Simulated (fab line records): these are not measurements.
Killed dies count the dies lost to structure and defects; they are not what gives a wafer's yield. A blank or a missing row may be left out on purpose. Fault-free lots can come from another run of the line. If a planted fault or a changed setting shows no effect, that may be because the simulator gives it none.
fab line records	flow gf180mcu	part 1 of 2: steps 1 to 30 of 43
record lots=5	wafers=15	last_day=33
route steps=602 shown HV_LDD@231 NSD@235 PSD@248 SAB@264
lots untouched by any fault: they come from a run of this same line in which no faults occurred
start_h: start of the lot's first displayed wafer, in hours after the record's first day	wait_h: how many hours have passed since the lot's step before this one	" unchanged from the row above	L1.1+2: a row that stands for several wafers	- either no value or no given start	* or withheld: withheld	< > ~ a bound
route shown NAME@n: a module of which the file shows steps, and the number in the route of the first	usual: mean and standard deviation over wafers with no fault	same: alike in all rows	chamber/n: place in a boat	sites: the reading at each site	_std_site: standard deviation of those values	_edge_site: the outer-site mean with the inner-site mean subtracted	radius_mm: how far each site lies from the wafer's centre	mask NAME#n: copy n	behind: the last tool/chamber to shape the wafer	hold: why the lot went on hold/how many hours it stayed there/how the hold came to an end	device: the transistor (n, p or np) that didn't switch	end of line: at the end of the route, the tests of the same wafers	a step with no rows: only its recipe	killed: not the wafer's yield, but the dies lost to structure and defects at the first sort	map: a wafer's dies, x killed, . not, _ none there
set.NAME: the run value of the setting; set.NAME@STEP: its run value at that earlier step	model.NAME: the simulator's own value behind a step, which no gauge read
lots seen at some steps along the route; tables by step, rows by wafer
services: when a tool's chamber went out of use (start_h, in hours from the record's first day, below 0 if earlier), for how many hours, and the reason
## steps
# step GF_HV_LDD_THK_MEAS_55
# recipe reads=SiO2_of_HV_LDD_CVD_54
# usual HV_LDD_CVD_54_THK=9.98/0.13
lot.wafer	tool	chamber	start_h	wait_h	HV_LDD_CVD_54_THK[nm]
L083.2	film_metro-02	-	351.05	0.0	10.09
L083.4	"	-	"	"	10.17
L083.6	"	-	"	"	10.02
L084.4	film_metro-04	-	352.88	0.0	9.79
L084.5	"	-	"	"	9.74
L084.6	"	-	"	"	9.92
L086.2	film_metro-02	-	369.97	0.0	9.78
L086.3	"	-	"	"	10.00
L086.6	"	-	"	"	10.04
L089.2	film_metro-04	-	393.43	0.0	10.13
L089.3	"	-	"	"	10.26
L089.4	"	-	"	"	10.08
L093.2	film_metro-02	-	427.66	0.0	10.01
L093.4	"	-	"	"	9.95
L093.5	"	-	"	"	10.12
# step GF_HV_LDD_CVD_56
# recipe material=Si3N4	precursor=DCS/NH3	target_thk_nm=90	temp_c=770	time_s=1543	pressure_mtorr=250
# usual zone_power_bottom_pct=19.3/2.1
lot.wafer	tool	chamber	start_h	wait_h	zone_power_bottom_pct
L083.2	lpcvd-01	0	351.10	0.0	20.0
L083.4	"	0	"	"	19.8
L083.6	"	0	"	"	20.3
L084.4	lpcvd-02	1	352.91	0.0	17.5
L084.5	"	1	"	"	17.7
L084.6	"	1	"	"	17.8
L086.2	lpcvd-01	0	370.02	0.0	20.1
L086.3	"	0	"	"	19.8
L086.6	"	0	"	"	20.2
L089.2	lpcvd-01	0	393.58	0.1	19.7
L089.3	"	0	"	"	20.2
L089.4	"	0	"	"	20.0
L093.2	lpcvd-02	0	427.71	0.0	22.1
L093.4	"	0	"	"	21.8
L093.5	"	0	"	"	22.4
# step GF_HV_LDD_THK_MEAS_57
# recipe reads=Si3N4_of_HV_LDD_CVD_56
# usual HV_LDD_CVD_56_THK=89.8/1
lot.wafer	tool	chamber	start_h	wait_h	HV_LDD_CVD_56_THK[nm]
L083.2	film_metro-03	-	352.54	0.0	89.7
L083.4	"	-	"	"	89.3
L083.6	"	-	"	"	89.9
L084.4	film_metro-04	-	354.37	0.0	90.3
L084.5	"	-	"	"	90.1
L084.6	"	-	"	"	89.8
L086.2	film_metro-04	-	371.46	0.0	89.9
L086.3	"	-	"	"	89.9
L086.6	"	-	"	"	89.7
L089.2	film_metro-03	-	395.04	0.0	89.4
L089.3	"	-	"	"	89.4
L089.4	"	-	"	"	89.5
L093.2	film_metro-03	-	429.15	0.0	90.1
L093.4	"	-	"	"	90.4
L093.5	"	-	"	"	90.3
# step GF_HV_LDD_ETCHBACK_58
# recipe chemistry=CH3F/O2	target=Si3N4	stop_on=SiO2	source_w=400	bias_w=80	pressure_mtorr=25	ch3f_flow_sccm=40	O2_flow_sccm=30	time_s=100	target_depth_a=900
# usual chamber_pressure_mTorr=24.998/0.024	drypump_motor_current_A=5.7/0.39	oes_product_au=0.842/0.0071	throttle_valve_pct=10.560/0.0096
lot.wafer	tool	chamber	start_h	wait_h	chamber_pressure_mTorr	drypump_motor_current_A	oes_product_au	rf_hours_counter_h	throttle_valve_pct
L083.2	rie_diel-04	2	352.59	0.0	24.960	5.5	0.837	55	10.581
L083.4	"	0	"	"	24.992	5.4	0.852	1	10.555
L083.6	"	1	"	"	25.002	6.1	0.849	-	10.555
L084.4	rie_diel-03	0	354.40	0.0	25.033	5.4	0.842	11	10.558
L084.5	"	2	"	"	25.026	5.1	0.847	-	10.544
L084.6	"	3	"	"	24.980	5.5	0.841	-	10.580
L086.2	rie_diel-04	1	371.51	0.0	25.001	6.1	0.839	99	10.574
L086.3	"	0	"	"	25.005	5.4	0.845	1	10.543
L086.6	"	3	"	"	24.991	6.4	0.845	-	10.564
L089.2	rie_diel-04	3	395.09	0.0	24.975	6.4	0.843	25	10.565
L089.3	"	0	"	"	24.953	5.3	0.843	2	10.567
L089.4	"	1	"	"	24.992	6.1	0.847	99	10.552
L093.2	rie_diel-01	2	429.20	0.0	25.010	6.1	0.851	15	10.561
L093.4	"	1	"	"	24.991	5.4	0.840	80	10.565
L093.5	"	1	"	"	25.027	5.4	0.853	-	10.556
# step GF_NSD_DEHYDRATE_00
# recipe temp_c=200	time_s=60
lot.wafer	tool	chamber	start_h	wait_h
L083.2+4+6	litho_track-04	0	362.74	10.1
L084.4+5+6	litho_track-04	0	364.89	10.5
L086.2+3+6	litho_track-04	0	382.79	11.2
L089.2+3+4	litho_track-03	0	405.99	10.9
L093.2+4+5	litho_track-04	0	440.79	11.5
# step GF_NSD_HMDS_01
# recipe prime_time_s=60	prime_temp_c=120
lot.wafer	tool	chamber	start_h	wait_h
L083.2+4+6	litho_track-04	0	362.89	0.1
L084.4+5+6	litho_track-04	0	365.04	0.1
L086.2+3+6	litho_track-04	0	382.94	0.1
L089.2+3+4	litho_track-03	0	406.14	0.1
L093.2+4+5	litho_track-04	0	440.94	0.1
# step GF_NSD_COAT_02
# recipe resist=NOVOLAK	spin_rpm=3000	resist_thk_nm=1000
lot.wafer	tool	chamber	start_h	wait_h
L083.2+4+6	litho_track-04	0	363.04	0.1
L084.4+5+6	litho_track-04	0	365.19	0.1
L086.2+3+6	litho_track-04	0	383.09	0.1
L089.2+3+4	litho_track-03	0	406.29	0.1
L093.2+4+5	litho_track-04	0	441.09	0.1
# step GF_NSD_SOFTBAKE_03
# recipe temp_c=90	time_s=60	resist=NOVOLAK
lot.wafer	tool	chamber	start_h	wait_h
L083.2+4+6	litho_track-04	0	363.19	0.1
L084.4+5+6	litho_track-04	0	365.34	0.1
L086.2+3+6	litho_track-04	0	383.24	0.1
L089.2+3+4	litho_track-03	0	406.44	0.1
L093.2+4+5	litho_track-04	0	441.24	0.1
# step GF_NSD_EXPOSE_04
# recipe mask_id=Nplus	target_cd_nm=400	na=0.6	source_shape=conventional	sigma_outer=0.6	dose_mj=140
# usual exposure_dose_mJ_cm2=139.94/0.13
lot.wafer	tool	chamber	start_h	wait_h	mask	exposure_dose_mJ_cm2
L083.2	iline_stepper-01	0	-	-	Nplus#0	139.83
L083.4	"	0	"	"	Nplus#0	139.77
L083.6	"	0	"	"	Nplus#0	139.83
L084.4	iline_stepper-02	0	-	-	Nplus#0	139.65
L084.5	"	0	"	"	Nplus#0	140.00
L084.6	"	0	"	"	Nplus#0	139.77
L086.2	iline_stepper-02	0	-	-	Nplus#0	139.94
L086.3	"	0	"	"	Nplus#0	139.92
L086.6	"	0	"	"	Nplus#0	139.77
L089.2	iline_stepper-01	0	-	-	Nplus#0	139.91
L089.3	"	0	"	"	Nplus#0	140.11
L089.4	"	0	"	"	Nplus#0	140.09
L093.2	iline_stepper-01	0	-	-	Nplus#0	139.83
L093.4	"	0	"	"	Nplus#0	139.77
L093.5	"	0	"	"	Nplus#0	140.10
# step GF_NSD_PEB_05
# recipe temp_c=withheld	time_s=*	resist=NOVOLAK
lot.wafer	tool	chamber	start_h	wait_h
L083.2+4+6	litho_track-02	0	-	-
L084.4+5+6	litho_track-04	0	-	-
L086.2+3+6	litho_track-04	0	-	-
L089.2+3+4	litho_track-03	0	-	-
L093.2+4+5	litho_track-02	0	-	-
# step GF_NSD_DEVELOP_06
# recipe develop_time_s=60	dev_temp_c=23
lot.wafer	tool	chamber	start_h	wait_h
L083.2+4+6	litho_track-02	0	374.30	0.1
L084.4+5+6	litho_track-04	0	376.29	0.1
L086.2+3+6	litho_track-04	0	394.29	0.1
L089.2+3+4	litho_track-03	0	418.29	0.1
L093.2+4+5	litho_track-02	0	453.15	0.1
# step GF_NSD_CD_MEAS_07
# recipe target_cd_nm=400
# usual cd_nm=400.2/2.2
lot.wafer	tool	chamber	start_h	wait_h	cd_nm
L083.2	cd_sem-02	-	374.45	0.1	397.8
L083.4	"	-	"	"	399.6
L083.6	"	-	"	"	397.2
L084.4	cd_sem-02	-	376.42	0.1	399.0
L084.5	"	-	"	"	397.7
L084.6	"	-	"	"	399.3
L086.2	cd_sem-02	-	394.43	0.1	397.5
L086.3	"	-	"	"	397.3
L086.6	"	-	"	"	398.1
L089.2	cd_sem-01	-	418.43	0.1	399.9
L089.3	"	-	"	"	400.6
L089.4	"	-	"	"	400.4
L093.2	cd_sem-02	-	453.30	0.1	401.4
L093.4	"	-	"	"	403.2
L093.5	"	-	"	"	401.0
# step GF_NSD_OVL_MEAS_08
# usual NSD_OVL=-0.3/1.6
lot.wafer	tool	chamber	start_h	wait_h	NSD_OVL[nm]
L083.2	overlay-01	-	374.56	0.1	1.1
L083.4	"	-	"	"	-0.1
L083.6	"	-	"	"	0.9
L084.4	overlay-02	-	376.50	0.1	-0.2
L084.5	"	-	"	"	-3.2
L084.6	"	-	"	"	-4.8
L086.2	overlay-01	-	394.54	0.1	-1.9
L086.3	"	-	"	"	-1.0
L086.6	"	-	"	"	-1.5
L089.2	overlay-02	-	418.54	0.1	2.1
L089.3	"	-	"	"	2.6
L089.4	"	-	"	"	1.7
L093.2	overlay-02	-	453.40	0.1	0.8
L093.4	"	-	"	"	0.3
L093.5	"	-	"	"	0.6
# step GF_NSD_IMPLANT_09
# recipe species=As	energy_kev=60	dose_cm2=4e+15	tilt_deg=7
# usual faraday_current_uA=12319/1000
lot.wafer	tool	chamber	start_h	wait_h	faraday_current_uA
L083.2	implanter-04	0	374.61	0.0	11784
L083.4	"	0	"	"	11961
L083.6	"	0	"	"	11782
L084.4	implanter-03	0	376.59	0.1	11747
L084.5	"	0	"	"	11409
L084.6	"	0	"	"	11701
L086.2	implanter-02	0	394.59	0.0	13634
L086.3	"	0	"	"	13488
L086.6	"	0	"	"	13697
L089.2	implanter-02	0	418.59	0.0	14188
L089.3	"	0	"	"	13534
L089.4	"	0	"	"	13780
L093.2	implanter-02	0	453.46	0.0	13786
L093.4	"	0	"	"	13274
L093.5	"	0	"	"	13113
# step GF_NSD_IMPLANT_10
# recipe species=P	energy_kev=40	dose_cm2=5e+14	tilt_deg=7
# usual faraday_current_uA=2785/59
lot.wafer	tool	chamber	start_h	wait_h	faraday_current_uA
L083.2	implanter-04	0	374.76	0.1	2840
L083.4	"	0	"	"	2826
L083.6	"	0	"	"	2785
L084.4	implanter-03	0	376.74	0.1	2842
L084.5	"	0	"	"	2832
L084.6	"	0	"	"	2705
L086.2	implanter-02	0	394.74	0.1	2813
L086.3	"	0	"	"	2774
L086.6	"	0	"	"	2916
L089.2	implanter-02	0	418.74	0.1	2733
L089.3	"	0	"	"	2766
L089.4	"	0	"	"	2796
L093.2	implanter-02	0	453.61	0.1	2787
L093.4	"	0	"	"	2806
L093.5	"	0	"	"	2768
# step GF_NSD_STRIP_11
# recipe chemistry=O2/N2	power_w=1400	pressure_mtorr=1500	platen_temp_c=250	o2_flow_sccm=3000	n2_flow_sccm=300	overash_fraction=0.5
# usual chamber_pressure_mTorr=1499.9/1.3	drypump_motor_current_A=5.7/0.53	heater_power_w=320/39	oes_product_au=0.487/0.0047	strip_time_to_endpoint_s=22.96/0.044
lot.wafer	tool	chamber	start_h	wait_h	chamber_pressure_mTorr	drypump_motor_current_A	heater_power_w	oes_product_au	rf_hours_counter_h	strip_time_to_endpoint_s
L083.2	plasma_asher-01	0	374.89	0.1	1497.2	5.8	311	0.493	26	23.05
L083.4	"	0	"	"	1499.5	5.8	302	0.486	-	23.06
L083.6	"	0	"	"	1501.3	5.8	300	0.488	-	23.00
L084.4	plasma_asher-01	1	376.85	0.1	1502.9	5.1	294	0.489	-	22.98
L084.5	"	1	"	"	1499.1	5.1	297	0.492	-	22.99
L084.6	"	0	"	"	1496.8	5.8	309	0.480	-	22.96
L086.2	plasma_asher-01	1	394.87	0.1	1501.9	5.1	294	0.487	29	22.98
L086.3	"	1	"	"	1499.4	5.1	300	0.493	-	23.07
L086.6	"	0	"	"	1499.9	5.8	307	0.486	-	23.00
L089.2	plasma_asher-01	1	418.87	0.1	1501.8	5.1	310	0.479	31	22.93
L089.3	"	1	"	"	1499.8	5.1	291	0.483	-	22.88
L089.4	"	0	"	"	1497.0	5.8	313	0.486	-	22.89
L093.2	plasma_asher-04	0	453.73	0.1	1501.0	6.5	347	0.493	3	23.00
L093.4	"	1	"	"	1500.4	5.4	288	0.485	-	22.97
L093.5	"	0	"	"	1499.7	6.5	338	0.482	-	22.92
# step GF_NSD_TW_MEAS_12
# usual NSD_TW=4262/58
lot.wafer	tool	chamber	start_h	wait_h	NSD_TW
L083.2	film_metro-03	-	375.00	0.1	4316
L083.4	"	-	"	"	4331
L083.6	"	-	"	"	4311
L084.4	film_metro-02	-	376.95	0.1	4259
L084.5	"	-	"	"	4246
L084.6	"	-	"	"	4234
L086.2	film_metro-03	-	394.98	0.1	4309
L086.3	"	-	"	"	4307
L086.6	"	-	"	"	4338
L089.2	film_metro-01	-	418.98	0.1	4131
L089.3	"	-	"	"	4145
L089.4	"	-	"	"	4176
L093.2	film_metro-01	-	453.84	0.1	4200
L093.4	"	-	"	"	4211
L093.5	"	-	"	"	4200
# step GF_PSD_DEHYDRATE_00
# recipe temp_c=200	time_s=60
lot.wafer	tool	chamber	start_h	wait_h
L083.2+4+6	litho_track-02	0	385.90	10.9
L084.4+5+6	litho_track-02	0	387.80	10.8
L086.2+3+6	litho_track-04	0	405.44	10.4
L089.2+3+4	litho_track-02	0	430.25	11.3
L093.2+4+5	litho_track-04	0	465.49	11.6
# step GF_PSD_HMDS_01
# recipe prime_time_s=60	prime_temp_c=120
lot.wafer	tool	chamber	start_h	wait_h
L083.2+4+6	litho_track-02	0	386.05	0.1
L084.4+5+6	litho_track-02	0	387.95	0.1
L086.2+3+6	litho_track-04	0	405.59	0.1
L089.2+3+4	litho_track-02	0	430.40	0.1
L093.2+4+5	litho_track-04	0	465.64	0.1
# step GF_PSD_COAT_02
# recipe resist=NOVOLAK	spin_rpm=3000	resist_thk_nm=1000
lot.wafer	tool	chamber	start_h	wait_h
L083.2+4+6	litho_track-02	0	386.20	0.1
L084.4+5+6	litho_track-02	0	388.10	0.1
L086.2+3+6	litho_track-04	0	405.74	0.1
L089.2+3+4	litho_track-02	0	430.55	0.1
L093.2+4+5	litho_track-04	0	465.79	0.1
# step GF_PSD_SOFTBAKE_03
# recipe temp_c=90	time_s=60	resist=NOVOLAK
lot.wafer	tool	chamber	start_h	wait_h
L083.2+4+6	litho_track-02	0	386.35	0.1
L084.4+5+6	litho_track-02	0	388.25	0.1
L086.2+3+6	litho_track-04	0	405.89	0.1
L089.2+3+4	litho_track-02	0	430.70	0.1
L093.2+4+5	litho_track-04	0	465.94	0.1
# step GF_PSD_EXPOSE_04
# recipe mask_id=Pplus	target_cd_nm=400	na=0.6	source_shape=conventional	sigma_outer=0.6	dose_mj=140
# usual exposure_dose_mJ_cm2=139.96/0.13
lot.wafer	tool	chamber	start_h	wait_h	mask	exposure_dose_mJ_cm2
L083.2	iline_stepper-02	0	-	-	Pplus#0	140.15
L083.4	"	0	"	"	Pplus#0	140.02
L083.6	"	0	"	"	Pplus#0	140.05
L084.4	iline_stepper-02	0	-	-	Pplus#0	139.66
L084.5	"	0	"	"	Pplus#0	139.89
L084.6	"	0	"	"	Pplus#0	139.93
L086.2	iline_stepper-02	0	-	-	Pplus#0	140.26
L086.3	"	0	"	"	Pplus#0	140.27
L086.6	"	0	"	"	Pplus#0	140.03
L089.2	iline_stepper-02	0	-	-	Pplus#0	140.00
L089.3	"	0	"	"	Pplus#0	140.10
L089.4	"	0	"	"	Pplus#0	139.98
L093.2	iline_stepper-01	0	-	-	Pplus#0	140.03
L093.4	"	0	"	"	Pplus#0	140.01
L093.5	"	0	"	"	Pplus#0	139.96
# step GF_PSD_PEB_05
# recipe temp_c=withheld	time_s=*	resist=NOVOLAK
lot.wafer	tool	chamber	start_h	wait_h
L083.2+4+6	litho_track-04	0	-	-
L084.4+5+6	litho_track-02	0	-	-
L086.2+3+6	litho_track-01	0	-	-
L089.2+3+4	litho_track-01	0	-	-
L093.2+4+5	litho_track-02	0	-	-
# step GF_PSD_DEVELOP_06
# recipe develop_time_s=60	dev_temp_c=23
lot.wafer	tool	chamber	start_h	wait_h
L083.2+4+6	litho_track-04	0	397.94	0.1
L084.4+5+6	litho_track-02	0	399.50	0.1
L086.2+3+6	litho_track-01	0	418.06	0.1
L089.2+3+4	litho_track-01	0	443.11	0.1
L093.2+4+5	litho_track-02	0	477.90	0.1
# step GF_PSD_CD_MEAS_07
# recipe target_cd_nm=400
# usual cd_nm=400.1/2.2
lot.wafer	tool	chamber	start_h	wait_h	cd_nm
L083.2	cd_sem-02	-	398.08	0.1	400.0
L083.4	"	-	"	"	398.4
L083.6	"	-	"	"	397.1
L084.4	cd_sem-02	-	399.64	0.1	399.6
L084.5	"	-	"	"	401.0
L084.6	"	-	"	"	397.7
L086.2	cd_sem-01	-	418.21	0.1	395.8
L086.3	"	-	"	"	396.8
L086.6	"	-	"	"	395.8
L089.2	cd_sem-02	-	443.26	0.1	399.5
L089.3	"	-	"	"	397.7
L089.4	"	-	"	"	397.1
L093.2	cd_sem-02	-	478.05	0.1	401.7
L093.4	"	-	"	"	402.2
L093.5	"	-	"	"	403.8
# step GF_PSD_OVL_MEAS_08
# usual PSD_OVL=0.8/1.2
lot.wafer	tool	chamber	start_h	wait_h	PSD_OVL[nm]
L083.2	overlay-02	-	398.19	0.1	0.2
L083.4	"	-	"	"	0.0
L083.6	"	-	"	"	0.9
L084.4	overlay-02	-	399.72	0.1	2.0
L084.5	"	-	"	"	0.1
L084.6	"	-	"	"	0.1
L086.2	overlay-01	-	418.32	0.1	0.2
L086.3	"	-	"	"	2.2
L086.6	"	-	"	"	0.8
L089.2	overlay-01	-	443.37	0.1	-0.4
L089.3	"	-	"	"	-1.0
L089.4	"	-	"	"	-0.3
L093.2	overlay-01	-	478.15	0.1	1.1
L093.4	"	-	"	"	0.0
L093.5	"	-	"	"	0.2
# step GF_PSD_IMPLANT_09
# recipe species=BF2	energy_kev=40	dose_cm2=1.5e+15	tilt_deg=7
# usual faraday_current_uA=8274/170
lot.wafer	tool	chamber	start_h	wait_h	faraday_current_uA
L083.2	implanter-01	0	398.24	0.0	8489
L083.4	"	0	"	"	8236
L083.6	"	0	"	"	8106
L084.4	implanter-01	0	399.81	0.1	8311
L084.5	"	0	"	"	8444
L084.6	"	0	"	"	8319
L086.2	implanter-01	0	418.37	0.0	8582
L086.3	"	0	"	"	8184
L086.6	"	0	"	"	8491
L089.2	implanter-04	0	443.42	0.0	8002
L089.3	"	0	"	"	8271
L089.4	"	0	"	"	8487
L093.2	implanter-01	0	478.21	0.0	8360
L093.4	"	0	"	"	8163
L093.5	"	0	"	"	8100
# step GF_PSD_STRIP_10
# recipe chemistry=O2/N2	power_w=1400	pressure_mtorr=1500	platen_temp_c=250	o2_flow_sccm=3000	n2_flow_sccm=300	overash_fraction=0.5
# usual chamber_pressure_mTorr=1500.0/1.4	drypump_motor_current_A=5.6/0.56	heater_power_w=309/19	oes_product_au=0.592/0.005	strip_time_to_endpoint_s=16.55/0.036
lot.wafer	tool	chamber	start_h	wait_h	chamber_pressure_mTorr	drypump_motor_current_A	heater_power_w	oes_product_au	rf_hours_counter_h	strip_time_to_endpoint_s
L083.2	plasma_asher-01	0	398.37	0.1	1502.2	5.8	303	0.593	29	16.56
L083.4	"	0	"	"	1502.1	5.8	314	0.591	-	16.51
L083.6	"	0	"	"	1498.6	5.8	302	0.596	-	16.56
L084.4	plasma_asher-04	0	399.92	0.1	1499.0	6.5	334	0.600	-	16.57
L084.5	"	0	"	"	1499.9	6.5	330	0.592	-	16.54
L084.6	"	1	"	"	1499.3	5.4	275	0.600	-	16.53
L086.2	plasma_asher-01	1	418.50	0.1	1497.5	5.1	311	0.589	31	16.55
L086.3	"	0	"	"	1499.4	5.8	311	0.594	-	16.56
L086.6	"	0	"	"	1500.8	5.8	307	0.598	-	16.55
L089.2	plasma_asher-04	1	443.55	0.1	1500.7	5.4	284	0.584	1	16.49
L089.3	"	1	"	"	1500.0	5.4	292	0.592	-	16.55
L089.4	"	0	"	"	1502.4	6.5	355	0.594	-	16.54
L093.2	plasma_asher-02	1	478.33	0.1	1500.9	5.8	300	0.594	68	16.52
L093.4	"	1	"	"	1500.8	5.8	310	0.594	-	16.52
L093.5	"	1	"	"	1500.0	5.8	304	0.603	-	16.50
# step GF_PSD_TW_MEAS_11
# usual PSD_TW=3189/49
lot.wafer	tool	chamber	start_h	wait_h	PSD_TW
L083.2	film_metro-03	-	398.48	0.1	3236
L083.4	"	-	"	"	3221
L083.6	"	-	"	"	3219
L084.4	film_metro-01	-	400.02	0.1	3127
L084.5	"	-	"	"	3137
L084.6	"	-	"	"	3128
L086.2	film_metro-03	-	418.61	0.1	3211
L086.3	"	-	"	"	3212
L086.6	"	-	"	"	3228
L089.2	film_metro-03	-	443.66	0.1	3248
L089.3	"	-	"	"	3238
L089.4	"	-	"	"	3243
L093.2	film_metro-03	-	478.44	0.1	3222
L093.4	"	-	"	"	3231
L093.5	"	-	"	"	3223
# step GF_PSD_CLEAN_12
# recipe chemistry=SC1/SC2	mix=1:4:20	temp_c=70	time_s=150	dry=n2_spin
lot.wafer	tool	chamber	start_h	wait_h
L083.2+4+6	wet_bench-01	1	398.53	0.0
L084.4+5+6	wet_bench-04	3	400.05	0.0
L086.2+3+6	wet_bench-01	3	418.66	0.0
L089.2+3+4	wet_bench-01	2	443.71	0.0
L093.2+4+5	wet_bench-04	1	478.49	0.0
